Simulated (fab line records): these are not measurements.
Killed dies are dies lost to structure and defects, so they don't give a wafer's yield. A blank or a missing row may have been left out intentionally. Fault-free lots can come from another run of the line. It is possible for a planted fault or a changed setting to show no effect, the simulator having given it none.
Code-filled problem report in 8D (eight disciplines) form + flow gf180mcu + the parts of the form that need people (team, actions taken, sign-off) are left out

1. WHAT WENT WRONG
On 2 wafers of 1 lot, runLengthS at GF_HV_LDD_ETCHBACK_58 has a mean of 112.9 s; fault-free wafers read 128.4 s, standard deviation 0.53. That puts it -29 standard deviations away from the usual mean.
The step: etches Si3N4 in CH3F/O2, stops on SiO2, time 100 s, target depth 90 nm.
Earliest sighting: wafer L799.4 on rieDiel-03 at day 18 19:24. The record holds 15 wafers of 5 lots with a number at this step. The rule behind "out" and "out of limits": a value lying over 4 standard deviations away from the usual mean. All remaining wafers that have a number are taken as sound.

2. WHAT IT IS, AND WHAT IT ISN'T
| question                    | is                       | is not                                                              |
|-----------------------------|--------------------------|---------------------------------------------------------------------|
| which readings at this step | runLengthS, oesProductAu | O2_flow_sccm, drypumpMotorCurrentA, throttleValvePct                |
| which lots                  | L799                     | L781, L783, L798, L801                                              |
| which wafers of those lots  | L799.4, L799.5           | L799.2                                                              |
| read on which tools         | rieDiel-03               | rieDiel-01                                                          |
| when                        | from day 18 19:24        | up to then (10 sound wafers); but 3 sound wafers of L801 came after |

3. THE SUSPECTS, EACH WITH WHAT RULES IT OUT
Counting: any tool at a process step up to the reading remains a suspect provided it ran every lot that is out. Sound lots after the first of them don't rule it out here, since some wafers of a struck lot are sound.
- plasmaAsher-02 at GF_HV_LDD_STRIP_49 (strips in O2/N2): kept. It ran the lot that is out, L799 (day 18 16:26).
- rtpAnneal-02 at GF_HV_LDD_RTA_52 (time 10 s): kept. It ran the lot that is out, L799 (day 18 16:40).
- rieDiel-03 at GF_HV_LDD_ETCHBACK_58 (etches Si3N4 in CH3F/O2, stops on SiO2, time 100 s, target depth 90 nm): kept. L799, the lot that is out, went through it at day 18 19:24; up to then, the latest sound lot through it was L783 at day 13 08:12. Out on those wafers are its own readings of oesProductAu, runLengthS.
- Within rieDiel-03 at GF_HV_LDD_ETCHBACK_58: the wafers that are out ran in chamber 1; their sound lot-mates ran in chamber 3.
Still standing after the count: plasmaAsher-02 at GF_HV_LDD_STRIP_49, rtpAnneal-02 at GF_HV_LDD_RTA_52, rieDiel-03 at GF_HV_LDD_ETCHBACK_58.

4. THE CAUSE (what the simulator had put in)
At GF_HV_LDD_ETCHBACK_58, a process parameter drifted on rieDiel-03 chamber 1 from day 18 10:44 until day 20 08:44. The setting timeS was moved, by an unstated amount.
Counting leaves 3 suspects; this tool is one of them.

5. THE EFFECT CHAIN, in route order
One row per reading whose mean, taken over the struck wafers that have a number, lies over 3 standard deviations from the usual. Only readings for which the record gives a usual standard deviation are gone through. hours: the time from each lot's start at the first step in this table that gives one to its start at this step, as a median over the lots. sigmas: the change in usual standard deviations.
| hours | step                  | reading      | usual      | on struck wafers | change | sigmas |
|-------|-----------------------|--------------|------------|------------------|--------|--------|
| 0     | GF_HV_LDD_ETCHBACK_58 | oesProductAu | 0.842 a.u. | 0.991            | +0.149 | +22    |
| 0     | GF_HV_LDD_ETCHBACK_58 | runLengthS   | 128.4 s    | 112.9            | -15.5  | -29    |
It contains these process steps:
- GF_HV_LDD_ETCHBACK_58: etches Si3N4 in CH3F/O2, stops on SiO2, time 100 s, target depth 90 nm.
Readings that are blank on the struck wafers while sound wafers have them: biasW at GF_HV_LDD_ETCHBACK_58.
At these later measuring or inspecting steps, every struck wafer for which the step has a row has a number for every such reading, and none has moved that far: GF_NSD_CD_MEAS_07, GF_NSD_OVL_MEAS_08, GF_NSD_TW_MEAS_12, GF_PSD_CD_MEAS_07, GF_PSD_OVL_MEAS_08, GF_PSD_TW_MEAS_11.

6. WHAT WOULD HAVE CAUGHT IT SOONER
In this record the first reading out of limits was taken at day 18 19:24, 9 hours after the fault began at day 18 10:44.
